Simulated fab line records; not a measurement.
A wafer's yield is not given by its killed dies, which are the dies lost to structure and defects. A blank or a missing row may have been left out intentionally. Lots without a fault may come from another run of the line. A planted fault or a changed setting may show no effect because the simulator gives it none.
The tool behind it: which one? :: flow gf180mcu :: 11 lots, 33 wafers sampled, at 4 steps of a route of 602

== WHAT THE GAUGES SHOWED, per wafer ==
GF_V1_THK_MEAS_03. Usual: V1_CVD_02_THK typically reads 854 nm, with standard deviation 12.
lot: L669
measured: day 17 00:38
on: film metro-02
V1_CVD_02_THK (nm): 840 836 859
flag: 

lot: L673
measured: day 18 11:25
on: film metro-03
V1_CVD_02_THK (nm): 847 842 870
flag: 

lot: L676
measured: day 19 21:51
on: film metro-03
V1_CVD_02_THK (nm): 849 865 873
flag: 

lot: L680
measured: day 21 09:02
on: film metro-01
V1_CVD_02_THK (nm): 856 879 877
flag: 

lot: L683
measured: day 22 10:38
on: film metro-02
V1_CVD_02_THK (nm): 934 962 947
flag: OFF

lot: L684
measured: day 22 14:40
on: film metro-03
V1_CVD_02_THK (nm): 853 879 870
flag: 

lot: L685
measured: day 22 20:48
on: film metro-01
V1_CVD_02_THK (nm): 940 942 957
flag: OFF

lot: L687
measured: day 23 11:34
on: film metro-03
V1_CVD_02_THK (nm): 846 839 853
flag: 

lot: L689
measured: day 23 23:05
on: film metro-03
V1_CVD_02_THK (nm): 862 856 861
flag: 

lot: L691
measured: day 24 17:05
on: film metro-01
V1_CVD_02_THK (nm): 843 852 862
flag: 

lot: L692
measured: day 24 21:07
on: film metro-03
V1_CVD_02_THK (nm): 853 843 841
flag: 

GF_V1_OVL_MEAS_15. Usual: V1_OVL typically reads 2 nm, with standard deviation 5.4.
lot: L669
measured: day 17 23:39
on: overlay-02
V1_OVL (nm): -9 -5 -12
flag: 

lot: L673
measured: day 19 12:31
on: overlay-02
V1_OVL (nm): -2 -1 6
flag: 

lot: L676
measured: day 20 22:50
on: overlay-01
V1_OVL (nm): 6 -4 1
flag: 

lot: L680
measured: day 22 09:10
on: overlay-02
V1_OVL (nm): 10 3 0
flag: 

lot: L683
measured: day 23 10:02
on: overlay-02
V1_OVL (nm): -9 -6 8
flag: 

lot: L684
measured: day 23 14:35
on: overlay-02
V1_OVL (nm): 5 5 8
flag: 

lot: L685
measured: day 23 20:11
on: overlay-02
V1_OVL (nm): -7 -3 -1
flag: 

lot: L687
measured: day 24 10:27
on: overlay-01
V1_OVL (nm): 7 6 2
flag: 

lot: L689
measured: day 24 21:45
on: overlay-02
V1_OVL (nm): 0 -6 1
flag: 

lot: L691
measured: day 25 15:23
on: overlay-01
V1_OVL (nm): -7 -7 9
flag: 

lot: L692
measured: day 25 18:28
on: overlay-01
V1_OVL (nm): 4 9 3
flag: 

== TOOL THAT RAN EACH LOT (tool first, then ch and the chambers of the sampled wafers, then the start) ==
lot: L669
GF_V1_CVD_02: pecvd-03 ch 0,1,2, day 17 00:34
GF_V1_CMP_04: cmp-02 ch 0,2,3, day 17 00:41

lot: L673
GF_V1_CVD_02: pecvd-02 ch 0,1, day 18 11:21
GF_V1_CMP_04: cmp-01 ch 1,3, day 18 11:29

lot: L676
GF_V1_CVD_02: pecvd-04 ch 0,1, day 19 21:47
GF_V1_CMP_04: cmp-02 ch 0,1, day 19 21:55

lot: L680
GF_V1_CVD_02: pecvd-02 ch 1,2, day 21 08:56
GF_V1_CMP_04: cmp-01 ch 0,1,3, day 21 09:13

lot: L683
GF_V1_CVD_02: pecvd-02 ch 0,1, day 22 10:34
GF_V1_CMP_04: cmp-02 ch 0,1,3, day 22 10:47

lot: L684
GF_V1_CVD_02: pecvd-03 ch 1,2, day 22 14:36
GF_V1_CMP_04: cmp-01 ch 1,2, day 22 14:44

lot: L685
GF_V1_CVD_02: pecvd-02 ch 0,1,2, day 22 20:44
GF_V1_CMP_04: cmp-01 ch 1,2, day 22 20:55

lot: L687
GF_V1_CVD_02: pecvd-03 ch 1,2, day 23 11:30
GF_V1_CMP_04: cmp-01 ch 0,2,3, day 23 11:38

lot: L689
GF_V1_CVD_02: pecvd-04 ch 0,2, day 23 23:01
GF_V1_CMP_04: cmp-02 ch 0,2,3, day 23 23:14

lot: L691
GF_V1_CVD_02: pecvd-03 ch 1,2, day 24 17:01
GF_V1_CMP_04: cmp-02 ch 0,2,3, day 24 17:12

lot: L692
GF_V1_CVD_02: pecvd-03 ch 0,1,2, day 24 21:04
GF_V1_CMP_04: cmp-01 ch 0,2,3, day 24 21:18
- GF_V1_CVD_02: deposits SiO2 from TEOS, target thk 850 nm, time 94.851 s.
- GF_V1_CMP_04: polishes SiO2.

== WHAT THE TOOLS THEMSELVES READ (means of the sampled wafers that have a number; where no wafer has one, the mark that the record gives instead) ==
GF_V1_CVD_02. Usual: heater power w 641 W, standard deviation 98; rf fwd power W 596.1 W, standard deviation 2.4.
lot: L669
tool: pecvd-03
heater power w (W): 636
rf fwd power W (W): 595.4
flag: 

lot: L673
tool: pecvd-02
heater power w (W): 609
rf fwd power W (W): 595.4
flag: 

lot: L676
tool: pecvd-04
heater power w (W): 616
rf fwd power W (W): 598.2
flag: 

lot: L680
tool: pecvd-02
heater power w (W): 603
rf fwd power W (W): 594.5
flag: 

lot: L683
tool: pecvd-02
heater power w (W): 445
rf fwd power W (W): 836.0
flag: OFF

lot: L684
tool: pecvd-03
heater power w (W): 586
rf fwd power W (W): 596.2
flag: 

lot: L685
tool: pecvd-02
heater power w (W): 544
rf fwd power W (W): 839.6
flag: OFF

lot: L687
tool: pecvd-03
heater power w (W): 624
rf fwd power W (W): 597.7
flag: 

lot: L689
tool: pecvd-04
heater power w (W): 668
rf fwd power W (W): 595.3
flag: 

lot: L691
tool: pecvd-03
heater power w (W): 638
rf fwd power W (W): 592.9
flag: 

lot: L692
tool: pecvd-03
heater power w (W): 593
rf fwd power W (W): 597.6
flag: 

GF_V1_CMP_04. Usual: motor current A 11.5 A, standard deviation 0.91; retaining ring pressure frac 1.001, standard deviation 0.0051; time to endpoint s 86 s, standard deviation 6.2.
lot: L669
tool: cmp-02
motor current A (A): 11.0
retaining ring pressure frac: 1.007
time to endpoint s (s): 80
flag: 

lot: L673
tool: cmp-01
motor current A (A): 11.4
retaining ring pressure frac: 0.999
time to endpoint s (s): 86
flag: 

lot: L676
tool: cmp-02
motor current A (A): 11.2
retaining ring pressure frac: 1.005
time to endpoint s (s): 87
flag: 

lot: L680
tool: cmp-01
motor current A (A): 11.7
retaining ring pressure frac: 1.004
time to endpoint s (s): 94
flag: 

lot: L683
tool: cmp-02
motor current A (A): 11.4
retaining ring pressure frac: 1.000
time to endpoint s (s): 123
flag: OFF

lot: L684
tool: cmp-01
motor current A (A): 12.3
retaining ring pressure frac: 1.005
time to endpoint s (s): 90
flag: 

lot: L685
tool: cmp-01
motor current A (A): 12.3
retaining ring pressure frac: 1.006
time to endpoint s (s): 124
flag: OFF

lot: L687
tool: cmp-01
motor current A (A): 11.6
retaining ring pressure frac: 1.000
time to endpoint s (s): 83
flag: 

lot: L689
tool: cmp-02
motor current A (A): 11.1
retaining ring pressure frac: 0.998
time to endpoint s (s): 91
flag: 

lot: L691
tool: cmp-02
motor current A (A): 11.2
retaining ring pressure frac: 1.000
time to endpoint s (s): 87
flag: 

lot: L692
tool: cmp-01
motor current A (A): 12.0
retaining ring pressure frac: 0.997
time to endpoint s (s): 87
flag: 

== THE ANSWER, worked out from the rows above alone ==
Rule: a lot counts as off when the mean over its wafers that have a number is more than 3 standard deviations away from the usual mean. Also off: a lot with no number at a reading for which 4 or more lots have one. Where the step has rows for the other lots, those lots are counted as sound. After the gauges, taken in route order, come the tools' own readings; for these a lot's mean is taken, as printed above. The first step at which some lot is off is used, and at that step the reading that is off furthest; a lot without a number counts as furthest.
Off: at GF_V1_THK_MEAS_03 (V1_CVD_02_THK), L683, L685.
A tool fits if, at a process step before that reading, it ran every lot that is off, and no sound lot after the first of them. Not tried: the gauges at GF_V1_THK_MEAS_03; whatever is off there is also off at GF_V1_CVD_02, on other tools, and gauge error can't account for it. One candidate fits, namely pecvd-02 at GF_V1_CVD_02. Its last sound lot is L680 (day 21 08:56), its first lot that is off L683 (day 22 10:34): a fault that began between those two fits.
The tool's own readings at GF_V1_CVD_02 bear it out: on the lots that are off they differ by more than 5 times the standard deviation of the sound lots' means. heater power w reads 494 W there against 619 W on the sound lots; rf fwd power W reads 837.8 W there against 595.9 W on the sound lots.

== WHAT WAS PUT IN BY THE SIMULATOR ==
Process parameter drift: pecvd-02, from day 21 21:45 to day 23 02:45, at GF_V1_CVD_02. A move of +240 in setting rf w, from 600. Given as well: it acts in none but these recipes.
Shown lots that were struck: L683, L685. The rule above found the same.
